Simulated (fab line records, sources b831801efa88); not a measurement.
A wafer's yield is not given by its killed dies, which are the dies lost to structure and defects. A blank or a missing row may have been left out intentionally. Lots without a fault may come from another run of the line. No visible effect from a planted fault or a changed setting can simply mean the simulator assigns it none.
Split-lot experiment | flow gf180mcu | on a route of 602 steps: 5 lots, 20 wafers read

== ABOUT THE SPLIT ==
At GF_M1_METAL_ETCH_16 (etches the open film in Cl2/BCl3, stops on SiO2, target depth 627.5 nm, time 104.6 s), the setting icpW was moved away from the recipe's 800 W on 8 of the 20 wafers read, by -11.6% to +9.6%. For the rest of the wafers, this setting stayed at what the recipe calls for.

Reading taken at the split's own step.

== THE READING ==
KrF_of_M1_COAT_09.thkNm (the simulator's own value, which no gauge read), in nm, at GF_M1_METAL_ETCH_16 (etches the open film in Cl2/BCl3, stops on SiO2, target depth 627.5 nm, time 104.6 s). There is no usual value for it anywhere in the file. Here, 12 wafers ran the recipe; their average is 737.8 nm with a standard deviation of 3.2 nm.

wafer  | tool, chamber at the split | icpW as run, W | against the recipe | KrF_of_M1_COAT_09.thkNm, nm | against lot-mates on the recipe
L077.2 | rieMetal-02, 0             | 828.3          | +3.5%              | 735.1                       | -4.7
L077.3 | rieMetal-02, 0             | 800            | recipe             | 742.9                       | -
L077.4 | rieMetal-02, 1             | 800            | recipe             | 735.2                       | -
L077.5 | rieMetal-02, 1             | 828.3          | +3.5%              | 728                         | -11.8
L077.6 | rieMetal-02, 0             | 800            | recipe             | 741.3                       | -
L076.1 | rieMetal-04, 0             | 800            | recipe             | 734                         | -
L076.2 | rieMetal-04, 1             | 876.8          | +9.6%              | 714.9                       | -21.9
L076.3 | rieMetal-04, 0             | 800            | recipe             | 738.2                       | -
L076.5 | rieMetal-04, 1             | 800            | recipe             | 738.3                       | -
L076.6 | rieMetal-04, 0             | 876.8          | +9.6%              | 716.1                       | -20.7
L081.2 | rieMetal-02, 1             | 800            | recipe             | 734                         | -
L081.3 | rieMetal-02, 0             | 800            | recipe             | 741                         | -
L081.4 | rieMetal-02, 1             | 800            | recipe             | 732.3                       | -
L080.2 | rieMetal-04, 0             | 865.2          | +8.2%              | 718.4                       | -21.7
L080.4 | rieMetal-04, 1             | 800            | recipe             | 740.1                       | -
L083.2 | rieMetal-04, 1             | 707.3          | -11.6%             | 761.4                       | +23.5
L083.3 | rieMetal-04, 1             | 707.3          | -11.6%             | 761.9                       | +24.0
L083.4 | rieMetal-04, 1             | 800            | recipe             | 738.7                       | -
L083.5 | rieMetal-04, 1             | 707.3          | -11.6%             | 761.7                       | +23.8
L083.6 | rieMetal-04, 1             | 800            | recipe             | 737.1                       | -

THE FIT
A straight line over all 20 wafers: KrF_of_M1_COAT_09.thkNm changes by -2.15 nm for each +1% of icpW; r = -0.98; the points scatter about the line by 3 nm.
The same after taking each lot's own level away (the mean of its wafers on the recipe; 20 wafers): -2.17 nm for each +1%; r = -0.98; scatter 2.7 nm.
That fit puts the effect of the largest move of icpW on the reading at 25 nm.
The span of the lots' own levels, 735.77 to 740.10 nm, comes to 1.4 times the standard deviation stated above.
Hence the lot-to-lot level has little effect on the slope; both slopes agree.
Check: +25 nm against its lot-mates is what the line predicts for one of the wafers moved furthest among these (-11.6%) when that wafer is left out of the fit. Against them it came out at +23.5 nm.

== THESE WAFERS: OTHER SPLITS ==
These wafers also went through other splits before the reading. Each is held against what the fit with the lots' levels taken away leaves over:
other split on the same wafers | wafers away from the commonest value | r with KrF_of_M1_COAT_09.thkNm (lot level and that fit taken away)
GF_HV_LDD_CVD_56 tempC         | 12                                   | -0.05
GF_HV_LDD_ETCHBACK_58 sourceW  | 6                                    | -0.11
GF_PSD_DEVELOP_06 developTimeS | 8                                    | +0.07
GF_PSD_IMPLANT_09 energyKev    | 6                                    | -0.07
GF_CONTACT_SPUTTER_22 timeS    | 8                                    | +0.14
GF_M1_EXPOSE_11 doseMj         | 5                                    | -0.12

== THE WHOLE CHAIN: every reading that the file lists as answering this split, in the file's order ==
step                | what it does                                                                         | reading                                                                  | change (the file's fit)              | r (the file's)
GF_M1_METAL_ETCH_16 | etches the open film in Cl2/BCl3, stops on SiO2, target depth 627.5 nm, time 104.6 s | KrF_of_M1_COAT_09.thkNm (the simulator's own value, which no gauge read) | -2.19 nm for each +1% of the setting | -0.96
GF_M1_STRIP_17      | strips in O2/N2                                                                      | stripTimeToEndpointS                                                     | withheld for each +1% of the setting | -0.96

== THE FILE'S OWN FIT ==
KrF_of_M1_COAT_09.thkNm changes by -2.19 nm for each +1% of icpW, r = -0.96.
